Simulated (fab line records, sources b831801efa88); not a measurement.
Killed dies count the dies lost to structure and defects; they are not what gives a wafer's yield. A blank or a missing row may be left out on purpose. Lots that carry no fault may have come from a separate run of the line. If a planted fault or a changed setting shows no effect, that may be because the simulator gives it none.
Struck lot and sound lot, side by side || flow gf180mcu || 43 steps out of a route of 602
Sound: these wafers, L646.1, L646.5, L646.6. Wafers L658.2, L658.4, L658.5 were the ones struck. The cause is named last.
Each step with rows lists, per side, the tool, then ch with its chambers, then its first start. Under that, the readings that differ: sound wafers || struck wafers || difference of the means || sigmas: that difference in standard deviations of wafers without a fault.
alike: same words and numbers on both sides, and readings whose means sit less than 2 such deviations apart. not compared: any withheld reading, any reading some wafer has no value for, any bound like >300 that may hide the same value, and any number with overlapping values for which the record gives no deviation.
The two part at a step that has a row with sigmas, a row that says differs or no value, or rows on one side only. Numbers that don't overlap but have no deviation are shown without sigmas and don't part them. A reading that every wafer of one side lacks parts them only if that side has two wafers or more.

first, 1 step without rows for these wafers: GF_POLY_GATE_OXIDATION_16 (stabilise 600 s, purge 300 s, target thk 4 nm).
GF_POLY_GATE_THK_MEAS_17:
  sound on film-metro-02, day 10 23:28; struck on film-metro-04, day 15 00:19
  alike: POLY_GATE_OXIDATION_THK
GF_POLY_GATE_CD_MEAS_18:
  sound on cd-sem-02, day 10 23:31; struck on cd-sem-02, day 15 00:23
  alike: cd-nm
then, 7 steps without rows for these wafers: GF_HV_LDD_DEHYDRATE_00 (time 60 s); GF_HV_LDD_HMDS_01 (prime time 60 s); GF_HV_LDD_COAT_02 (resist thk 1000 nm); GF_HV_LDD_SOFTBAKE_03 (time 60 s); GF_HV_LDD_EXPOSE_04 (exposes mask Nplus LV AREA, target cd 400 nm); GF_HV_LDD_PEB_05; GF_HV_LDD_DEVELOP_06 (develop time 60 s).
GF_HV_LDD_CD_MEAS_07: target cd 400 nm.
  sound on cd-sem-02, day 11 18:17; struck on cd-sem-01, day 15 21:18
{"reading": "cd-nm (nm)", "sound": "404.4 404.6 403.7", "struck": "397.8 397.6 394.7", "difference": -7.5, "sigmas": -3}
GF_HV_LDD_OVL_MEAS_08:
  sound on overlay-01, day 11 18:24; struck on overlay-02, day 15 21:25
  alike: HV_LDD_OVL
GF_HV_LDD_IMPLANT_09:
  sound on implanter-03 ch 0, day 11 18:26; struck on implanter-03 ch 0, day 15 21:28
{"reading": "faraday-current-uA", "sound": "598 574 584", "struck": "561 572 536", "difference": -29, "sigmas": -2}
{"reading": "implant-ion-amu", "sound": "75 75 75", "struck": "31 31 31", "difference": -44, "sigmas": ""}
{"reading": "model.implant.rp-nm (nm)", "sound": "26.34 26.34 26.34", "struck": "49.13 49.13 49.13", "difference": "+22.79", "sigmas": ""}
{"reading": "model.implant.drp-nm (nm)", "sound": "11.92 11.92 11.92", "struck": "21.16 21.16 21.16", "difference": "+9.24", "sigmas": ""}
GF_HV_LDD_STRIP_10: strips in O2/N2.
  sound on plasma-asher-04 ch 0,1, day 11 18:35; struck on plasma-asher-03 ch 0,1, day 15 21:35
  alike: drypump-motor-current-A, heater-power-w, oes-product-au, platen-temp-c, strip-time-to-endpoint-s
  not compared: rf-hours-counter-h
GF_HV_LDD_TW_MEAS_11:
  sound on film-metro-03, day 11 18:41; struck on film-metro-03, day 15 21:58
{"reading": "HV_LDD_TW", "sound": "2444 2420 2438", "struck": "1902 1910 1905", "difference": -528, "sigmas": -25}
  not compared: hold
then, 6 steps without rows for these wafers: GF_HV_LDD_HMDS_13 (prime time 60 s); GF_HV_LDD_COAT_14 (resist thk 1000 nm); GF_HV_LDD_SOFTBAKE_15 (time 60 s); GF_HV_LDD_EXPOSE_16 (exposes mask Pplus LV AREA, target cd 400 nm); GF_HV_LDD_PEB_17; GF_HV_LDD_DEVELOP_18 (develop time 60 s).
GF_HV_LDD_CD_MEAS_19: target cd 400 nm.
  sound on cd-sem-02, day 12 13:23; struck on cd-sem-01, day 16 19:09
  alike: cd-nm
GF_HV_LDD_OVL_MEAS_20:
  sound on overlay-02, day 12 13:30; struck on overlay-01, day 16 19:16
{"reading": "HV_LDD_01_OVL (nm)", "sound": "-1.8 -2.0 -1.1", "struck": "2.4 1.7 1.3", "difference": "+3.4", "sigmas": "+3"}
after that, 1 step had no rows for these wafers: GF_HV_LDD_IMPLANT_21.
GF_HV_LDD_STRIP_22: strips in O2/N2.
  sound on plasma-asher-03 ch 0,1, day 12 13:41; struck on plasma-asher-01 ch 0,1, day 16 19:26
{"reading": "drypump-motor-current-A (A)", "sound": "6.3 6.3 5.5", "struck": "5.1 5.1 5.6", "difference": -0.8, "sigmas": -2}
  alike: heater-power-w, oes-product-au, platen-temp-c, strip-time-to-endpoint-s
  not compared: rf-hours-counter-h
GF_HV_LDD_TW_MEAS_23:
  sound on film-metro-01, day 12 13:47; struck on film-metro-03, day 16 19:33
  alike: HV_LDD_2_TW
then, 7 steps without rows for these wafers: GF_HV_LDD_DEHYDRATE_24 (time 60 s); GF_HV_LDD_HMDS_25 (prime time 60 s); GF_HV_LDD_COAT_26 (resist thk 1000 nm); GF_HV_LDD_SOFTBAKE_27 (time 60 s); GF_HV_LDD_EXPOSE_28 (exposes mask Nplus HV AREA, target cd 400 nm); GF_HV_LDD_PEB_29; GF_HV_LDD_DEVELOP_30 (develop time 60 s).
GF_HV_LDD_CD_MEAS_31: target cd 400 nm.
  sound on cd-sem-01, day 13 09:48; struck on cd-sem-01, day 17 18:33
  alike: cd-nm
GF_HV_LDD_OVL_MEAS_32:
  sound on overlay-02, day 13 09:55; struck on overlay-01, day 17 18:40
  alike: HV_LDD_02_OVL
then, 4 steps without rows for these wafers: GF_HV_LDD_IMPLANT_33; GF_HV_LDD_IMPLANT_34; GF_HV_LDD_IMPLANT_35; GF_HV_LDD_IMPLANT_36.
GF_HV_LDD_STRIP_37: strips in O2/N2.
  sound on plasma-asher-03 ch 0,1, day 13 10:34; struck on plasma-asher-01 ch 0,1, day 17 19:17
  alike: drypump-motor-current-A, heater-power-w, oes-product-au, platen-temp-c, strip-time-to-endpoint-s
  not compared: rf-hours-counter-h
GF_HV_LDD_TW_MEAS_38:
  sound on film-metro-03, day 13 10:40; struck on film-metro-03, day 17 19:24
  alike: HV_LDD_3_TW
GF_HV_LDD_RS_MEAS_53: a four-point-probe measurement.
  sound on film-metro-01, day 14 07:16; struck on film-metro-02, day 18 20:37
{"reading": "HV_LDD_RS (ohm/sq)", "sound": "419.8 420.0 419.5", "struck": "359.8 360.4 359.7", "difference": -59.8, "sigmas": -66}
  not compared: hold
after that, 1 step had no rows for these wafers: GF_PASSIVATION_PROBE_99.

== WHERE THEY PART ==
At GF_HV_LDD_CD_MEAS_07 first; at GF_HV_LDD_RS_MEAS_53 last (within this record only).

WHY: the cause the simulator had injected
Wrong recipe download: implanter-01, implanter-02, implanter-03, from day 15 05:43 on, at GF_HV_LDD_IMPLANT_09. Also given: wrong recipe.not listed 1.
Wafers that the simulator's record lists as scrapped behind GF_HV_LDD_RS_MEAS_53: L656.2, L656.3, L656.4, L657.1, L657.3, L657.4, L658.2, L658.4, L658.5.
